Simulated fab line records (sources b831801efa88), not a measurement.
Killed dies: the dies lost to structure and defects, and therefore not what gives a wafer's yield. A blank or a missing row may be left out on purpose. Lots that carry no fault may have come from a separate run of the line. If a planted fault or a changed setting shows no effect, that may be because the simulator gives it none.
Which of the tools did it? + flow gf180mcu + 42 wafers from 14 lots sampled at 5 of the route's 602 steps

== WHAT THE GAUGES SHOWED, per wafer ==
GF_HV_LDD_TW_MEAS_50.
| lot  | measured     | on            | HV_LDD_4_TW       |
|------|--------------|---------------|-------------------|
| L799 | day 12 06:06 | film metro-01 | 569.2 571.4 567.8 |
| L800 | day 12 16:04 | film metro-03 | 574.2 575.4 575.6 |
| L801 | day 13 02:31 | film metro-03 | 574.7 575.7 575.5 |
| L802 | day 13 06:56 | film metro-01 | 575.2 573.4 570.9 |
| L804 | day 14 01:01 | film metro-03 | 577.3 577.0 578.3 |
| L805 | day 14 07:00 | film metro-01 | 565.7 570.4 574.1 |
| L806 | day 15 04:28 | film metro-03 | 575.6 575.6 578.4 |
| L807 | day 15 05:22 | film metro-02 | 574.0 573.2 571.6 |
| L810 | day 16 12:16 | film metro-02 | 571.6 575.2 574.8 |
| L814 | day 17 20:47 | film metro-03 | 572.9 576.3 567.4 |
| L816 | day 18 03:29 | film metro-02 | 573.9 573.9 571.8 |
| L818 | day 18 17:16 | film metro-03 | 574.9 575.9 576.8 |
| L819 | day 19 05:28 | film metro-01 | 572.0 574.2 574.7 |
| L820 | day 19 11:31 | film metro-03 | 574.3 573.9 579.5 |

GF_PSD_RS_MEAS_15: measurement is done with a four-point probe.
| lot  | measured     | on            | PSD_RS (ohm/sq)      |
|------|--------------|---------------|----------------------|
| L799 | day 14 02:27 | film metro-03 | 108.12 108.29 108.07 |
| L800 | day 14 13:44 | film metro-04 | 108.19 108.31 108.43 |
| L801 | day 15 00:11 | film metro-01 | 108.29 108.20 108.34 |
| L802 | day 15 04:40 | film metro-04 | 108.45 108.87 108.47 |
| L804 | day 16 00:02 | film metro-01 | 108.76 108.58 108.63 |
| L805 | day 16 06:53 | film metro-03 | 108.47 108.42 108.68 |
| L806 | day 17 05:50 | film metro-01 | 108.31 108.58 107.88 |
| L807 | day 17 08:17 | film metro-03 | 108.16 108.58 108.11 |
| L810 | day 18 16:34 | film metro-01 | 108.54 108.31 108.72 |
| L814 | day 20 00:48 | film metro-03 | 108.39 108.16 108.56 |
| L816 | day 20 07:53 | film metro-04 | 108.52 107.93 108.54 |
| L818 | day 20 22:03 | film metro-03 | 108.00 107.90 108.05 |
| L819 | day 21 09:36 | film metro-01 | 108.13 108.02 108.03 |
| L820 | day 21 15:54 | film metro-01 | 108.56 108.67 108.84 |

GF_SAB_THK_MEAS_01.
| lot  | measured     | on            | SAB_CVD_00_THK (nm) |
|------|--------------|---------------|---------------------|
| L799 | day 14 02:35 | film metro-01 | 48.5 48.7 49.7      |
| L800 | day 14 13:52 | film metro-02 | 49.7 49.8 51.4      |
| L801 | day 15 00:19 | film metro-02 | 50.0 49.7 51.1      |
| L802 | day 15 04:47 | film metro-01 | 49.9 51.4 51.0      |
| L804 | day 16 00:10 | film metro-01 | 48.5 50.1 50.1      |
| L805 | day 16 07:01 | film metro-02 | 50.6 49.7 51.0      |
| L806 | day 17 05:58 | film metro-01 | 49.4 49.9 50.3      |
| L807 | day 17 08:26 | film metro-04 | 50.1 51.6 51.3      |
| L810 | day 18 16:41 | film metro-02 | 49.9 49.2 51.3      |
| L814 | day 20 00:56 | film metro-04 | 49.6 50.0 50.1      |
| L816 | day 20 08:01 | film metro-01 | 44.2 44.0 44.4      |
| L818 | day 20 22:11 | film metro-01 | 43.0 44.4 44.3      |
| L819 | day 21 09:44 | film metro-04 | 49.3 50.1 50.1      |
| L820 | day 21 16:02 | film metro-04 | 49.9 49.6 50.8      |

GF_SALICIDE_RS_MEAS_04: measurement is done with a four-point probe.
| lot  | measured     | on            | SALICIDE_TIN_RS (ohm/sq) |
|------|--------------|---------------|--------------------------|
| L799 | day 15 00:00 | film metro-04 | 16.9 16.6 17.1           |
| L800 | day 15 11:37 | film metro-03 | 16.2 16.2 16.0           |
| L801 | day 15 23:19 | film metro-04 | 16.1 16.6 16.1           |
| L802 | day 16 03:41 | film metro-04 | 16.0 16.6 16.8           |
| L804 | day 16 22:31 | film metro-02 | 17.1 16.7 16.7           |
| L805 | day 17 05:58 | film metro-04 | 16.1 16.0 16.4           |
| L806 | day 18 05:43 | film metro-04 | 16.0 16.0 16.4           |
| L807 | day 18 08:22 | film metro-02 | 16.4 16.8 16.6           |
| L810 | day 19 18:11 | film metro-02 | 16.1 16.2 16.0           |
| L814 | day 21 01:05 | film metro-03 | 16.5 16.7 16.1           |
| L816 | day 21 08:32 | film metro-03 | 16.1 15.8 15.8           |
| L818 | day 21 22:02 | film metro-02 | 16.6 16.6 16.1           |
| L819 | day 22 10:01 | film metro-04 | 16.2 15.9 15.8           |
| L820 | day 22 15:37 | film metro-02 | 15.9 16.0 16.1           |

== EACH LOT AND THE TOOL THAT RAN IT (in order: tool; ch and the chambers of the sampled wafers; start) ==
| lot  | GF_SAB_CVD_00                   |
|------|---------------------------------|
| L799 | pecvd-03 ch 0,1,2, day 14 02:33 |
| L800 | pecvd-02 ch 0,2, day 14 13:51   |
| L801 | pecvd-02 ch 0,1,2, day 15 00:19 |
| L802 | pecvd-02 ch 0,1,2, day 15 04:46 |
| L804 | pecvd-04 ch 0,1, day 16 00:09   |
| L805 | pecvd-02 ch 0,1,2, day 16 07:00 |
| L806 | pecvd-03 ch 0,1,2, day 17 05:57 |
| L807 | pecvd-02 ch 0,1,2, day 17 08:25 |
| L810 | pecvd-02 ch 0,1,2, day 18 16:40 |
| L814 | pecvd-03 ch 0,1,2, day 20 00:54 |
| L816 | pecvd-02 ch 0,1,2, day 20 07:59 |
| L818 | pecvd-02 ch 0,1,2, day 20 22:09 |
| L819 | pecvd-04 ch 0,1,2, day 21 09:42 |
| L820 | pecvd-03 ch 0,1, day 21 16:01   |
- GF_SAB_CVD_00: deposits SiO2 from TEOS, target thk 50 nm, time 4.9302 s.

== AS READ BY THE TOOLS THEMSELVES (means over the sampled wafers that have a number; for cases with no such wafer, the mark the record gives instead) ==
GF_SAB_CVD_00.
| lot  | tool     | heater power w (W) |
|------|----------|--------------------|
| L799 | pecvd-03 | 724                |
| L800 | pecvd-02 | 653                |
| L801 | pecvd-02 | 640                |
| L802 | pecvd-02 | 669                |
| L804 | pecvd-04 | 667                |
| L805 | pecvd-02 | 668                |
| L806 | pecvd-03 | 742                |
| L807 | pecvd-02 | 614                |
| L810 | pecvd-02 | 676                |
| L814 | pecvd-03 | 699                |
| L816 | pecvd-02 | 663                |
| L818 | pecvd-02 | 698                |
| L819 | pecvd-04 | 728                |
| L820 | pecvd-03 | 783                |

== THE ANSWER, worked out from the rows above alone ==
Rule: usual is defined by the lots themselves. Put in order of their means at a reading, lots are off if they are a third of the lots or fewer, leave a main group of 4 or more, and stand apart from it by a gap of 3 or more times the standard deviation of the main group's means; of several such gaps the widest counts. A main group is skipped when, at the precision printed for the reading in the tables above, its means are all equal. Also off: a lot with no number at a reading for which 4 or more lots have one. All remaining lots with rows at the step are treated as sound. The gauges are gone through in route order, then the tools' own readings, and for those a lot's mean is taken as printed above. The first step at which some lot is off is used, and at that step the reading that is off furthest; a lot without a number counts as furthest.
Off: at GF_SAB_THK_MEAS_01 (SAB_CVD_00_THK), L816, L818. Mean 50.1 nm and standard deviation 0.51 in the main group.
A tool fits if, at a process step before that reading, it ran every lot that is off, and no sound lot after the first of them. Gauges at GF_SAB_THK_MEAS_01: tried the same way as those tools. 2 tools fit, pecvd-02 at GF_SAB_CVD_00 and film metro-01 at GF_SAB_THK_MEAS_01, so this cannot tell which one it is.

== WHAT WAS PUT IN BY THE SIMULATOR ==
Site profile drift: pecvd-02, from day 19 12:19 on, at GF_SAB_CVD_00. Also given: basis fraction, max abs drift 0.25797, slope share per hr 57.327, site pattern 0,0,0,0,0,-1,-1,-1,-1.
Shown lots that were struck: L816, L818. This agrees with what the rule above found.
